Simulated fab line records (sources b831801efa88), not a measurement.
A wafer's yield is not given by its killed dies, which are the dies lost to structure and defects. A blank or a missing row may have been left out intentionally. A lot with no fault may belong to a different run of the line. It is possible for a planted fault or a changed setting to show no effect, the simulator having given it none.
A lot that was struck, set against a sound lot / flow gf180mcu / 16 steps out of a route of 602
Sound: the wafers L963.1, L963.4, L963.6. The struck wafers were L971.1, L971.2, L971.4. The cause is named last.
Per side, at each step with rows, come the tool, then ch with its chambers, and then its first start. Under that, the readings that differ: sound wafers / struck wafers / difference of the means / sigmas: that difference in standard deviations of wafers without a fault.
alike: words and numbers the same on both sides, and readings whose means are apart by under 2 such deviations; not compared: readings that were withheld, readings missing a value for some wafer, numbers with overlapping values and no deviation given by the record, and bounds like >300 which may hide the same value.
A row with sigmas, a row that says differs or no value, or rows on one side alone: a step with any of these is where the two part. Non-overlapping numbers with no deviation appear without sigmas and do not part them. A reading missing from all wafers of one side parts the sides only when that side holds two or more wafers.

GF_CONTACT_BOW_MEAS_05:
  sound on film metro-03 at day 17 05:50; struck on film metro-04 at day 20 05:20
  alike: CONTACT_BOW
then, 8 steps without rows for these wafers: GF_CONTACT_DEHYDRATE_06 (time 60 s); GF_CONTACT_HMDS_07 (prime time 60 s); GF_CONTACT_COAT_08; GF_CONTACT_COAT_09 (resist thk 1000 nm); GF_CONTACT_SOFTBAKE_10 (time 60 s); GF_CONTACT_EXPOSE_11 (exposes mask Contact, target cd 220 nm); GF_CONTACT_PEB_12 (peb time 90 s); GF_CONTACT_DEVELOP_13 (develop time 60 s).
GF_CONTACT_CD_MEAS_14 targets a cd of 220 nm.
  sound on cd sem-01 at day 18 03:47; struck on cd sem-01 at day 21 04:29
  alike: cd nm
GF_CONTACT_OVL_MEAS_15:
  sound on overlay-01 at day 18 03:55; struck on overlay-01 at day 21 04:36
  alike: CONTACT_OVL
GF_CONTACT_ETCH_16: etches BARC in N2/H2.
  sound on rie diel-04 ch 1,3, day 18 03:57; struck on rie diel-04 ch 0,2,3, day 21 04:38
  alike: bias w, chamber pressure mTorr, drypump motor current A, oes product au, throttle valve pct
GF_CONTACT_ETCH_17: etches SiO2 in C4F8/O2/Ar, stops on CoSi2, target depth 860 nm.
  sound on rie diel-04 ch 1,3, day 18 03:00; struck on rie diel-04 ch 0,2,3, day 21 04:00
  no value came back on the struck wafers for bias w (W), chamber pressure mTorr (mTorr), oes product au (a.u.); on the sound wafers bias w (W) reads 1201 1205 1198
GF_CONTACT_STRIP_18: strips in O2/N2.
  sound on plasma asher-02 ch 0,1, day 18 04:07; struck on plasma asher-03 ch 0,1, day 21 04:48
reading=oes product au (a.u.); sound=0.581 0.578 0.576; struck=0.663 0.663 0.663; difference=+0.085; sigmas=+16
  alike: drypump motor current A, heater power w
  not compared: rf hours counter h
then, 1 step without rows for these wafers: GF_CONTACT_CLEAN_19 (cleans in SPM).
-- the record jumps here: 12 days lie between the struck wafers' starts before and after (it left off in module CONTACT and takes up again in module PASSIVATION, whose first step shown is number 602 of the route) --
GF_PASSIVATION_PROBE_99:
  the record has rows for the struck wafers here (prober-01, day 32 21:23) and none for the sound ones

WHERE THEY PART
Last at GF_PASSIVATION_PROBE_99 as far as this record goes, first at GF_CONTACT_ETCH_17.

WHY: what had been put in by the simulator
Entire step skipped (rie diel-04, GF_CONTACT_ETCH_17), from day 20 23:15 onward. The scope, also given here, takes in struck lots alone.
